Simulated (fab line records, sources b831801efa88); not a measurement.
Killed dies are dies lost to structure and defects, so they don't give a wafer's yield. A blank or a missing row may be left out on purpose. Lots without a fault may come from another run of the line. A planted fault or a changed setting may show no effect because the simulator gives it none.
A struck lot beside a sound one | flow sky130 | 37 steps out of a route of 708
Sound: wafers L740.1, L740.2, L740.6. Struck: wafers L756.1, L756.2, L756.4. The cause comes at the end.
At each step with rows: each side's tool, then ch and its chambers, then its first start. Under that, the readings that differ: sound wafers | struck wafers | difference of the means | sigmas: that difference in standard deviations of wafers without a fault.
alike: readings whose means differ by less than 2 such deviations, and words and numbers that are the same on both sides. not compared: withheld readings, readings that some wafer has no value for, bounds like >300 that may hide the same value, and numbers for which the record gives no deviation and whose values overlap.
The two part at a step that has a row with sigmas, a row that says differs or no value, or rows on one side only. Numbers that don't overlap but have no deviation are shown without sigmas and don't part them. A reading that every wafer of one side lacks parts them only if that side has two wafers or more.

first, 10 steps without rows for these wafers: SKY_METAL2_EXPOSE_12 (exposes mask MM2, target cd 140 nm); SKY_METAL2_PEB_13; SKY_METAL2_DEVELOP_14 (develop time 60 s); SKY_METAL2_DESCUM_17 (chemistry O2, time 8 s); SKY_METAL2_ETCH_18 (etches BARC in N2/H2, stops on SiO2, time 45.9 s, target depth 60 nm); SKY_METAL2_METAL_ETCH_19 (etches the open film in Cl2/BCl3, stops on SiO2, target depth 360 nm, time 78 s); SKY_METAL2_STRIP_20 (strips in O2/N2); SKY_METAL2_STRIP_21 (strips in post etch residue remover, time 1200 s); SKY_METAL2_CLEAN_22 (cleans in IPA, time 180 s); SKY_METAL2_CLEAN_23 (cleans in O3/DIW).
SKY_VIA2_HDPCVD_00: deposits SiO2, target thk 1180 nm, time 196.7 s.
  sound on hdpcvd-01 ch 0,1, day 34 18:03; struck on hdpcvd-01 ch 0,1,2, day 40 02:55
  reading                                  | sound          | struck            | difference | sigmas
  model.SiO2_of_VIA2_HDPCVD_00.thk_nm (nm) | 1190 1159 1194 | 425.7 442.3 431.2 | -747.9     |
SKY_VIA2_THK_MEAS_01:
  sound on film_metro-04, day 34 18:11; struck on film_metro-04, day 40 03:03
  reading              | sound          | struck      | difference | sigmas
  VIA2_HDPCVD_THK (nm) | 1191 1159 1194 | 426 442 431 | -748       | -50
then, 10 steps without rows for these wafers: SKY_VIA2_CMP_02 (polishes SiO2); SKY_VIA2_DEHYDRATE_04 (time 60 s); SKY_VIA2_HMDS_05 (prime time 60 s); SKY_VIA2_COAT_06 (resist thk 60 nm); SKY_VIA2_COAT_07 (resist thk 450 nm); SKY_VIA2_SOFTBAKE_08 (time 90 s); SKY_VIA2_EXPOSE_09 (exposes mask VIM2, target cd 200 nm); SKY_VIA2_PEB_10; SKY_VIA2_DEVELOP_11 (develop time 60 s); SKY_VIA2_ETCH_14 (etches BARC in N2/H2, stops on SiO2, time 45.9 s, target depth 60 nm).
SKY_VIA2_ETCH_15: etches SiO2 in C4F8/O2/Ar, stops on TiN, target depth 546 nm, time 84 s.
  sound on rie_diel-04 ch 1,2,3, day 35 21:31; struck on rie_diel-04 ch 1,2, day 41 03:59
  reading                          | sound             | struck            | difference | sigmas
  oes_product_au (a.u.)            | 0.943 0.945 0.943 | 0.861 0.881 0.866 | -0.074     | -16
  model.etch.depth_nm (nm)         | 495.7 497 495.8   | 425.7 442.3 431.2 | -63.1      |
  model.VIA2.feature_depth_nm (nm) | 495.7 497 495.8   | 425.7 442.3 431.2 | -63.1      |
  alike: chamber_pressure_mTorr
  not compared: rf_hours_counter_h
then, 12 steps without rows for these wafers: SKY_VIA2_STRIP_16 (strips in O2/N2); SKY_VIA2_STRIP_17 (strips in post etch residue remover, time 1200 s); SKY_VIA2_CLEAN_18 (cleans in IPA, time 180 s); SKY_VIA2_CLEAN_19 (cleans in O3/DIW); SKY_VIA2_SPUTTER_20 (material TiN, target thk 20 nm, time 80 s); SKY_VIA2_CVD_21 (deposits W, target thk 420 nm, time 126.4 s); SKY_VIA2_CMP_24 (polishes, stops on SiO2, t overpolish 20 s, target thk 0 nm); SKY_METAL3_SPUTTER_00 (material Ti, target thk 15 nm, time 10 s); SKY_METAL3_SPUTTER_01 (material TiN, target thk 20 nm, time 16.7 s); SKY_METAL3_SPUTTER_02 (material AlCu, target thk 735 nm, time 39.1 s); SKY_METAL3_SPUTTER_03 (material Ti, target thk 5 nm, time 3.3 s); SKY_METAL3_SPUTTER_04 (material TiN, target thk 70 nm, time 58.3 s).
-- the record jumps here: 2 days lie between the struck wafers' starts before and after --
SKY_METAL3_METAL_ETCH_18: etches the open film in Cl2/BCl3, stops on SiO2, target depth 845 nm, time 183.1 s.
  sound on rie_metal-04 ch 0,1, day 38 03:35; struck on rie_metal-01 ch 0,1, day 43 04:47
  reading                                  | sound             | struck            | difference | sigmas
  drypump_motor_current_A (A)              | 4.8 5.1 4.7       | 6.5 5.9 5.9       | +1.2       | +2
  model.SiO2_of_VIA2_HDPCVD_00.thk_nm (nm) | 466.5 466.8 466.5 | 395.1 412.9 401.7 | -63.4      |
  alike: chamber_pressure_mTorr, oes_product_au, throttle_valve_pct
  not compared: rf_hours_counter_h
-- the record jumps here: 6 days lie between the struck wafers' starts before and after (it left off in module METAL3 and takes up again in module PAD_OPEN, whose first step shown is number 708 of the route) --
SKY_PAD_OPEN_PROBE_99:
  sound on prober-01, day 45 09:43; struck on prober-01, day 49 11:42
  reading                               | sound                | struck                        | difference | sigmas
  model.etest.tester.sort_n_pass        | 404 409 414          | 230 247 233                   | -172       |
  model.etest.tester.sort_yield_pct (%) | 82.11 83.13 84.15    | 46.75 50.2 47.36              | -35.03     |
  model.etest.tester.sort_bin_3_pct (%) | 1.016 0.6098 1.22    | 40.04 31.71 33.33             | +34.08     |
  model.etest.met3_comb.leak_log10_a_um | -12.04 -12.02 -12.13 | -7.094 -7.237 -7.219          | +4.880     |
  model.etest.tester.sort_bin_8_pct (%) | 0 0 0                | 4.573e-05 4.375e-05 0.0001536 | +8.103e-05 |
  alike: defect_limited_yield, killed_at_M0_to_M3, killed_at_M4_up, killed_at_contacts, killed_at_front_end, killed_at_other, killed_dies, killed_open, killed_short, model.etest.tester.sort_bin_4_pct

WHERE THEY PART
First at SKY_VIA2_THK_MEAS_01; last, within this record, at SKY_METAL3_METAL_ETCH_18. Later steps at which nothing parts them and some readings are alike: SKY_PAD_OPEN_PROBE_99.

WHY: what the simulator had put in
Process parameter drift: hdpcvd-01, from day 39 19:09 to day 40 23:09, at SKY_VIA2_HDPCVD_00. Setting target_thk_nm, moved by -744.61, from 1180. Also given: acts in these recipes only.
